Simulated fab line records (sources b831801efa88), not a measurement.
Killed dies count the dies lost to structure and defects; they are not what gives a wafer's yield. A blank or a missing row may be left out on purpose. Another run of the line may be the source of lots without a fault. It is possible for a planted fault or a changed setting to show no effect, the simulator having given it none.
What tool caused it? :: flow sky130 :: 11 lots with 33 wafers sampled at 5 steps, on a route of 708 steps

== WHAT THE GAUGES SHOWED, per wafer ==
No reading from a measuring or inspecting step in the record can be judged against a usual standard deviation.

== WHICH TOOL RAN EACH LOT (tool, then ch and the chambers of the sampled wafers, then the start) ==
lot: L609
SKY_METAL3_METAL_ETCH_18: rie-metal-02 ch 0,1, day 38 05:27
SKY_VIA3_STRIP_16: plasma-asher-03 ch 0,1, day 39 08:01
SKY_VIA3_CMP_24: cmp-02 ch 0,1,2, day 39 09:14
SKY_METAL4_SPUTTER_04: pvd-sputter-03, day 39 09:38
SKY_PAD_OPEN_PROBE_99: -

lot: L610
SKY_METAL3_METAL_ETCH_18: rie-metal-01 ch 0, day 38 22:22
SKY_VIA3_STRIP_16: plasma-asher-02 ch 0,1, day 40 00:59
SKY_VIA3_CMP_24: cmp-02 ch 0,1, day 40 01:55
SKY_METAL4_SPUTTER_04: pvd-sputter-04, day 40 02:19
SKY_PAD_OPEN_PROBE_99: prober-02, day 46 01:46

lot: L611
SKY_METAL3_METAL_ETCH_18: rie-metal-01 ch 0, day 39 01:27
SKY_VIA3_STRIP_16: plasma-asher-01 ch 0,1, day 40 04:16
SKY_VIA3_CMP_24: cmp-02 ch 0,2,3, day 40 05:22
SKY_METAL4_SPUTTER_04: pvd-sputter-04, day 40 05:46
SKY_PAD_OPEN_PROBE_99: prober-01, day 46 04:39

lot: L613
SKY_METAL3_METAL_ETCH_18: rie-metal-04 ch 0, day 39 11:10
SKY_VIA3_STRIP_16: plasma-asher-01 ch 0,1, day 40 13:49
SKY_VIA3_CMP_24: cmp-01 ch 0,1, day 40 14:46
SKY_METAL4_SPUTTER_04: pvd-sputter-03, day 40 15:11
SKY_PAD_OPEN_PROBE_99: prober-01, day 46 13:26

lot: L615
SKY_METAL3_METAL_ETCH_18: rie-metal-01 ch 0, day 40 10:34
SKY_VIA3_STRIP_16: plasma-asher-01 ch 0,1, day 41 12:28
SKY_VIA3_CMP_24: cmp-02 ch 1,2,3, day 41 13:26
SKY_METAL4_SPUTTER_04: pvd-sputter-01, day 41 13:50
SKY_PAD_OPEN_PROBE_99: prober-02, day 47 08:56

lot: L616
SKY_METAL3_METAL_ETCH_18: rie-metal-02 ch 0,1, day 40 23:53
SKY_VIA3_STRIP_16: plasma-asher-02 ch 0,1, day 42 01:03
SKY_VIA3_CMP_24: cmp-01 ch 0,2,3, day 42 02:04
SKY_METAL4_SPUTTER_04: pvd-sputter-03, day 42 02:23
SKY_PAD_OPEN_PROBE_99: -

lot: L619
SKY_METAL3_METAL_ETCH_18: rie-metal-02 ch 0,1, day 42 05:28
SKY_VIA3_STRIP_16: plasma-asher-01 ch 0,1, day 43 05:47
SKY_VIA3_CMP_24: cmp-01 ch 1,2, day 43 06:49
SKY_METAL4_SPUTTER_04: pvd-sputter-01, day 43 07:10
SKY_PAD_OPEN_PROBE_99: prober-02, day 48 09:17

lot: L623
SKY_METAL3_METAL_ETCH_18: rie-metal-04 ch 0,1, day 42 19:53
SKY_VIA3_STRIP_16: plasma-asher-01 ch 0,1, day 43 19:48
SKY_VIA3_CMP_24: cmp-02 ch 0,1,3, day 43 20:49
SKY_METAL4_SPUTTER_04: pvd-sputter-01, day 43 21:08
SKY_PAD_OPEN_PROBE_99: prober-01, day 49 02:04

lot: L622
SKY_METAL3_METAL_ETCH_18: rie-metal-04 ch 0,1, day 43 04:22
SKY_VIA3_STRIP_16: plasma-asher-03 ch 0,1, day 44 04:01
SKY_VIA3_CMP_24: cmp-02 ch 0,1, day 44 05:01
SKY_METAL4_SPUTTER_04: pvd-sputter-01, day 44 05:23
SKY_PAD_OPEN_PROBE_99: prober-01, day 49 04:49

lot: L624
SKY_METAL3_METAL_ETCH_18: rie-metal-02 ch 1, day 43 15:31
SKY_VIA3_STRIP_16: plasma-asher-02 ch 0,1, day 44 15:43
SKY_VIA3_CMP_24: cmp-01 ch 0,3, day 44 16:40
SKY_METAL4_SPUTTER_04: pvd-sputter-03, day 44 17:04
SKY_PAD_OPEN_PROBE_99: -

lot: L631
SKY_METAL3_METAL_ETCH_18: rie-metal-04 ch 0,1, day 44 19:16
SKY_VIA3_STRIP_16: plasma-asher-03 ch 0,1, day 45 17:42
SKY_VIA3_CMP_24: cmp-01 ch 0,1,2, day 45 18:47
SKY_METAL4_SPUTTER_04: pvd-sputter-04, day 45 19:12
SKY_PAD_OPEN_PROBE_99: -
- SKY_METAL3_METAL_ETCH_18: etches the open film in Cl2/BCl3, stops on SiO2, target depth 845 nm, time 183.1 s.
- SKY_VIA3_STRIP_16: strips in O2/N2.
- SKY_VIA3_CMP_24: polishes, stops on SiO2, t overpolish 20 s, target thk 0 nm.
- SKY_METAL4_SPUTTER_04: material TiN, target thk 70 nm, time 58.3 s.
- SKY_PAD_OPEN_PROBE_99

== AS READ BY THE TOOLS THEMSELVES (means over the sampled wafers that have a number; for cases with no such wafer, the mark the record gives instead) ==
SKY_METAL3_METAL_ETCH_18. Usual: drypump-motor-current-A 5.9 A, standard deviation 0.31; mfc-cl2-sccm 60.03 sccm, standard deviation 0.17; oes-product-au 0.866 a.u., standard deviation 0.0062; throttle-valve-pct 22.264 %, standard deviation 0.009.
lot: L609
tool: rie-metal-02
drypump-motor-current-A (A): 6.1
mfc-cl2-sccm (sccm): 60.00
oes-product-au (a.u.): 0.865
throttle-valve-pct (%): 22.262
flag: 

lot: L610
tool: rie-metal-01
drypump-motor-current-A (A): 6.0
mfc-cl2-sccm (sccm): 60.09
oes-product-au (a.u.): 0.863
throttle-valve-pct (%): 22.264
flag: 

lot: L611
tool: rie-metal-01
drypump-motor-current-A (A): 6.0
mfc-cl2-sccm (sccm): 60.13
oes-product-au (a.u.): 0.868
throttle-valve-pct (%): 22.263
flag: 

lot: L613
tool: rie-metal-04
drypump-motor-current-A (A): 6.2
mfc-cl2-sccm (sccm): 60.01
oes-product-au (a.u.): 0.866
throttle-valve-pct (%): 22.267
flag: 

lot: L615
tool: rie-metal-01
drypump-motor-current-A (A): 6.0
mfc-cl2-sccm (sccm): 60.06
oes-product-au (a.u.): 0.855
throttle-valve-pct (%): 22.263
flag: 

lot: L616
tool: rie-metal-02
drypump-motor-current-A (A): 6.1
mfc-cl2-sccm (sccm): 60.19
oes-product-au (a.u.): 0.862
throttle-valve-pct (%): 22.258
flag: 

lot: L619
tool: rie-metal-02
drypump-motor-current-A (A): 6.1
mfc-cl2-sccm (sccm): 60.06
oes-product-au (a.u.): 0.868
throttle-valve-pct (%): 22.260
flag: 

lot: L623
tool: rie-metal-04
drypump-motor-current-A (A): 5.8
mfc-cl2-sccm (sccm): 60.05
oes-product-au (a.u.): 0.864
throttle-valve-pct (%): 22.262
flag: 

lot: L622
tool: rie-metal-04
drypump-motor-current-A (A): 5.6
mfc-cl2-sccm (sccm): 60.05
oes-product-au (a.u.): 0.868
throttle-valve-pct (%): 22.265
flag: 

lot: L624
tool: rie-metal-02
drypump-motor-current-A (A): 5.8
mfc-cl2-sccm (sccm): 60.03
oes-product-au (a.u.): 0.863
throttle-valve-pct (%): 22.269
flag: 

lot: L631
tool: rie-metal-04
drypump-motor-current-A (A): 5.6
mfc-cl2-sccm (sccm): 60.05
oes-product-au (a.u.): 0.872
throttle-valve-pct (%): 22.260
flag: 

SKY_VIA3_STRIP_16. Usual: drypump-motor-current-A 5.47 A, standard deviation 0.21; o2-flow-sccm 3000 sccm, standard deviation 9.8; oes-product-au 0.402 a.u., standard deviation 0.0049; strip-time-to-endpoint-s 4.125 s, standard deviation 0.028.
lot: L609
tool: plasma-asher-03
drypump-motor-current-A (A): 5.27
o2-flow-sccm (sccm): 3004
oes-product-au (a.u.): 0.400
strip-time-to-endpoint-s (s): 4.145
flag: 

lot: L610
tool: plasma-asher-02
drypump-motor-current-A (A): 5.51
o2-flow-sccm (sccm): 2994
oes-product-au (a.u.): 0.406
strip-time-to-endpoint-s (s): 4.145
flag: 

lot: L611
tool: plasma-asher-01
drypump-motor-current-A (A): 5.57
o2-flow-sccm (sccm): 3009
oes-product-au (a.u.): 0.402
strip-time-to-endpoint-s (s): 4.106
flag: 

lot: L613
tool: plasma-asher-01
drypump-motor-current-A (A): 5.46
o2-flow-sccm (sccm): 2998
oes-product-au (a.u.): 0.404
strip-time-to-endpoint-s (s): 4.130
flag: 

lot: L615
tool: plasma-asher-01
drypump-motor-current-A (A): 5.59
o2-flow-sccm (sccm): 2999
oes-product-au (a.u.): 0.400
strip-time-to-endpoint-s (s): 4.116
flag: 

lot: L616
tool: plasma-asher-02
drypump-motor-current-A (A): 5.51
o2-flow-sccm (sccm): 2999
oes-product-au (a.u.): 0.405
strip-time-to-endpoint-s (s): 4.131
flag: 

lot: L619
tool: plasma-asher-01
drypump-motor-current-A (A): 5.46
o2-flow-sccm (sccm): 3007
oes-product-au (a.u.): 0.404
strip-time-to-endpoint-s (s): 4.120
flag: 

lot: L623
tool: plasma-asher-01
drypump-motor-current-A (A): 5.46
o2-flow-sccm (sccm): 2990
oes-product-au (a.u.): 0.403
strip-time-to-endpoint-s (s): 4.147
flag: 

lot: L622
tool: plasma-asher-03
drypump-motor-current-A (A): 5.13
o2-flow-sccm (sccm): 3014
oes-product-au (a.u.): 0.401
strip-time-to-endpoint-s (s): 4.143
flag: 

lot: L624
tool: plasma-asher-02
drypump-motor-current-A (A): 5.62
o2-flow-sccm (sccm): 2999
oes-product-au (a.u.): 0.400
strip-time-to-endpoint-s (s): 4.144
flag: 

lot: L631
tool: plasma-asher-03
drypump-motor-current-A (A): 5.26
o2-flow-sccm (sccm): 2989
oes-product-au (a.u.): 0.399
strip-time-to-endpoint-s (s): 4.114
flag: 

SKY_VIA3_CMP_24. Usual: motor-current-A 11.1 A, standard deviation 1.4; overpolish-run-s 20.000 s, standard deviation 0.0091; platen-rpm 60.00 rpm, standard deviation 0.043; time-to-endpoint-s 93 s, standard deviation 4.9.
lot: L609
tool: cmp-02
motor-current-A (A): 10.4
overpolish-run-s (s): 20.007
platen-rpm (rpm): 59.98
time-to-endpoint-s (s): 93
flag: 

lot: L610
tool: cmp-02
motor-current-A (A): 10.7
overpolish-run-s (s): 20.001
platen-rpm (rpm): 60.02
time-to-endpoint-s (s): 89
flag: 

lot: L611
tool: cmp-02
motor-current-A (A): 11.1
overpolish-run-s (s): 19.998
platen-rpm (rpm): 60.04
time-to-endpoint-s (s): 90
flag: 

lot: L613
tool: cmp-01
motor-current-A (A): 12.7
overpolish-run-s (s): 20.003
platen-rpm (rpm): 60.05
time-to-endpoint-s (s): 92
flag: 

lot: L615
tool: cmp-02
motor-current-A (A): 11.3
overpolish-run-s (s): 20.003
platen-rpm (rpm): 60.04
time-to-endpoint-s (s): 90
flag: 

lot: L616
tool: cmp-01
motor-current-A (A): 10.5
overpolish-run-s (s): 19.993
platen-rpm (rpm): 60.03
time-to-endpoint-s (s): 91
flag: 

lot: L619
tool: cmp-01
motor-current-A (A): 11.9
overpolish-run-s (s): 20.002
platen-rpm (rpm): 59.96
time-to-endpoint-s (s): 91
flag: 

lot: L623
tool: cmp-02
motor-current-A (A): 11.4
overpolish-run-s (s): 20.007
platen-rpm (rpm): 53.99
time-to-endpoint-s (s): 107
flag: OFF

lot: L622
tool: cmp-02
motor-current-A (A): 10.6
overpolish-run-s (s): 19.989
platen-rpm (rpm): 54.01
time-to-endpoint-s (s): 106
flag: OFF

lot: L624
tool: cmp-01
motor-current-A (A): 9.7
overpolish-run-s (s): 19.994
platen-rpm (rpm): 59.99
time-to-endpoint-s (s): 91
flag: 

lot: L631
tool: cmp-01
motor-current-A (A): 12.2
overpolish-run-s (s): 19.990
platen-rpm (rpm): 59.99
time-to-endpoint-s (s): 86
flag: 

SKY_METAL4_SPUTTER_04. Usual: throttle-valve-pct at 29.5 %, with a standard deviation of 0.88.
lot: L609
tool: pvd-sputter-03
throttle-valve-pct (%): 29.4
flag: 

lot: L610
tool: pvd-sputter-04
throttle-valve-pct (%): 30.1
flag: 

lot: L611
tool: pvd-sputter-04
throttle-valve-pct (%): 30.5
flag: 

lot: L613
tool: pvd-sputter-03
throttle-valve-pct (%): 29.7
flag: 

lot: L615
tool: pvd-sputter-01
throttle-valve-pct (%): 29.0
flag: 

lot: L616
tool: pvd-sputter-03
throttle-valve-pct (%): 30.0
flag: 

lot: L619
tool: pvd-sputter-01
throttle-valve-pct (%): 28.7
flag: 

lot: L623
tool: pvd-sputter-01
throttle-valve-pct (%): 28.3
flag: 

lot: L622
tool: pvd-sputter-01
throttle-valve-pct (%): 29.0
flag: 

lot: L624
tool: pvd-sputter-03
throttle-valve-pct (%): 29.4
flag: 

lot: L631
tool: pvd-sputter-04
throttle-valve-pct (%): 30.1
flag: 

SKY_PAD_OPEN_PROBE_99. Usual: defect-limited-yield 82.4 %, standard deviation 1.8; killed_at_M0_to_M3 44, standard deviation 6.4; killed_at_M4_up 3.6, standard deviation 2.1; killed-at-contacts 23, standard deviation 5.1; killed-at-front-end 15, standard deviation 4.3; killed-at-other 0.3, standard deviation 0.56; killed-dies 86, standard deviation 9; killed-open 47, standard deviation 6.4; killed-short 39, standard deviation 5.8; sort_bin_3_pad_short 0.8 %, standard deviation 0.46; sort_bin_5_function 10.4 %, standard deviation 1.4; sort_bin_6_memory 6.4 %, standard deviation 1.1; sort-n-pass 406, standard deviation 9; sort-yield-pct 82.4 %, standard deviation 1.8.
lot: L610
tool: prober-02
defect-limited-yield (%): 81.1
killed_at_M0_to_M3: 49
killed_at_M4_up: 5.7
killed-at-contacts: 23
killed-at-front-end: 14
killed-at-other: 0.7
killed-dies: 93
killed-open: 50
killed-short: 43
sort_bin_3_pad_short (%): 0.9
sort_bin_5_function (%): 11.1
sort_bin_6_memory (%): 7.0
sort-n-pass: 399
sort-yield-pct (%): 81.1
flag: 

lot: L611
tool: prober-01
defect-limited-yield (%): 85.3
killed_at_M0_to_M3: 40
killed_at_M4_up: 2.0
killed-at-contacts: 16
killed-at-front-end: 14
killed-at-other: 0.0
killed-dies: 73
killed-open: 41
killed-short: 32
sort_bin_3_pad_short (%): 0.6
sort_bin_5_function (%): 8.9
sort_bin_6_memory (%): 5.3
sort-n-pass: 419
sort-yield-pct (%): 85.3
flag: 

lot: L613
tool: prober-01
defect-limited-yield (%): 82.1
killed_at_M0_to_M3: 44
killed_at_M4_up: 4.0
killed-at-contacts: 22
killed-at-front-end: 17
killed-at-other: 1.3
killed-dies: 88
killed-open: 46
killed-short: 42
sort_bin_3_pad_short (%): 0.9
sort_bin_5_function (%): 10.8
sort_bin_6_memory (%): 6.2
sort-n-pass: 404
sort-yield-pct (%): 82.1
flag: 

lot: L615
tool: prober-02
defect-limited-yield (%): 83.4
killed_at_M0_to_M3: 42
killed_at_M4_up: 2.3
killed-at-contacts: 20
killed-at-front-end: 17
killed-at-other: 0.3
killed-dies: 82
killed-open: 44
killed-short: 37
sort_bin_3_pad_short (%): 1.1
sort_bin_5_function (%): 10.0
sort_bin_6_memory (%): 5.4
sort-n-pass: 410
sort-yield-pct (%): 83.4
flag: 

lot: L619
tool: prober-02
defect-limited-yield (%): 82.3
killed_at_M0_to_M3: 47
killed_at_M4_up: 7.0
killed-at-contacts: 21
killed-at-front-end: 11
killed-at-other: 1.0
killed-dies: 87
killed-open: 47
killed-short: 39
sort_bin_3_pad_short (%): 0.6
sort_bin_5_function (%): 11.2
sort_bin_6_memory (%): 5.9
sort-n-pass: 405
sort-yield-pct (%): 82.3
flag: 

lot: L623
tool: prober-01
defect-limited-yield (%): 82.4
killed_at_M0_to_M3: 39
killed_at_M4_up: 3.7
killed-at-contacts: 26
killed-at-front-end: 18
killed-at-other: 0.0
killed-dies: 87
killed-open: 49
killed-short: 38
sort_bin_3_pad_short (%): 0.6
sort_bin_5_function (%): 11.3
sort_bin_6_memory (%): 5.8
sort-n-pass: 405
sort-yield-pct (%): 82.4
flag: 

lot: L622
tool: prober-01
defect-limited-yield (%): 80.8
killed_at_M0_to_M3: 49
killed_at_M4_up: 2.0
killed-at-contacts: 26
killed-at-front-end: 17
killed-at-other: 1.3
killed-dies: 95
killed-open: 49
killed-short: 45
sort_bin_3_pad_short (%): 1.5
sort_bin_5_function (%): 10.3
sort_bin_6_memory (%): 7.4
sort-n-pass: 397
sort-yield-pct (%): 80.8
flag: 

== THE ANSWER, worked out from the rows above alone ==
Rule: a lot is off if the mean of its wafers that have a number lies more than 3 standard deviations from the usual mean. Also off: a lot with no number at a reading for which 4 or more lots have one. Any other lot the step has rows for is counted as sound. First the gauges in route order, then the tools' own readings, where a lot's mean is used as printed above. At the first step where some lot is off, the reading lying furthest off is the one used; lots without a number count as furthest.
Off at SKY_VIA3_CMP_24 (platen-rpm): L623, L622.
A tool fits if, at that step or a process step before it, it ran every lot that is off, and no sound lot after the first of them. One fits: SKY_VIA3_CMP_24 on cmp-02. Its last sound lot is L615 (day 41 13:26), its first lot that is off L623 (day 43 20:49): a fault that began between those two fits.
The tool's own readings at SKY_VIA3_CMP_24 bear it out: on the lots that are off they differ by more than 5 times the standard deviation of the sound lots' means. platen-rpm reads 54.00 rpm there against 60.01 rpm on the sound lots; time-to-endpoint-s reads 106 s there against 90 s on the sound lots.

== WHAT HAD BEEN PUT IN BY THE SIMULATOR ==
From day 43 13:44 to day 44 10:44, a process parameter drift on cmp-02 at SKY_VIA3_CMP_24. Setting platen-rpm, moved by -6, from 60. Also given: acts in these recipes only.
Struck lots among those shown: L623, L622. This agrees with what the rule above found.
